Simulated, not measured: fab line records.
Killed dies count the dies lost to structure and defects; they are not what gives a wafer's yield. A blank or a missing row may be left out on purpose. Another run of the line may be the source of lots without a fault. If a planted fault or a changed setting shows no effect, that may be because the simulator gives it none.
Problem report, 8D (eight disciplines) form, completed by code    flow gf180mcu    the parts of the form that need people (team, actions taken, sign-off) are left out

## 1. PROBLEM STATEMENT
Mean of cd_nm at GF_V2_CD_MEAS_14: 266.2 nm across 6 wafers in 2 lots; on wafers with no fault it is 260.5 nm (standard deviation 1.2). That is +4.8 standard deviations from the usual mean.
The step: target cd 260 nm.
First observed at day 23 13:51: wafer L172.3, on cd_sem-01. At this step, 36 wafers from 12 lots have a number in the record. The rule behind "out" and "out of limits": a value lying over 4 standard deviations away from the usual mean. The other wafers with a number count as sound.

## 2. WHAT IT IS, WHAT IT ISN'T
question                     is                      is not
which readings at this step  cd_nm                   -
which lots                   L172, L174              L163, L164, L165, L168, L179, L181, L182, L183, L184, L186
which wafers of those lots   all that have a number  -
read on which gauges         cd_sem-01, cd_sem-02    -
when                         from day 23 13:51       up to then (12 sound wafers); but 18 sound wafers of L179, L181, L182, L183, L184, L186 came after

## 3. THE SUSPECTS, EACH WITH WHAT RULES IT OUT
Counting: a tool at a process step up to the reading stays a suspect if it ran every lot that is out and no sound lot after the first of them.
- ruled out: the gauge at GF_V2_CD_MEAS_14. 2 gauges (cd_sem-01, cd_sem-02) read the wafers that are out.
- litho_track-01 at GF_V2_COAT_09 (resist thk 1000 nm): ruled out as a lasting fault. The sound lots L182 went through it after L172, its earliest lot that is out (day 23 02:00).
Left after counting: nothing in the record.

## 4. THE CAUSE (what the simulator had put in)
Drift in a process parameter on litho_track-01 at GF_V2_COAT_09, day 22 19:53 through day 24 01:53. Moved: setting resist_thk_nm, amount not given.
The count ruled it out by mistake, since the rule takes a fault to strike every lot its tool runs from the start of the fault on, and this one did not do so.

## 5. SEQUENCE OF EFFECTS, ordered by route
One row per reading whose mean, taken over the struck wafers that have a number, lies over 3 standard deviations from the usual. Readings are gone through only where the record gives a usual standard deviation; hours: the median, over the lots, of the time from a lot's start at the first step in this table giving one to that lot's start at this step; sigmas: the change measured in usual standard deviations.
hours  step              reading         usual       on struck wafers  change  sigmas
0      GF_V2_CD_MEAS_14  cd_nm           260.5 nm    266.2             +5.7    +4.8
0      GF_V2_STRIP_18    oes_product_au  0.593 a.u.  0.549             -0.044  -7.8
It contains these process steps:
- GF_V2_STRIP_18: strips in O2/N2.
Later steps that measure or inspect, where all struck wafers having a row at the step show a number for every such reading and not one has moved that far: GF_V2_OVL_MEAS_15.

## 6. WHAT WOULD HAVE CAUGHT IT SOONER
The first out-of-limits reading at a measuring or inspecting step in this record came at day 23 13:51, 18 hours after the fault's start at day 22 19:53.
Tool readings at GF_V2_COAT_09 with a usual standard deviation given in the record: none out on any struck wafer, hence no alarm at a limit of 4 standard deviations on them.
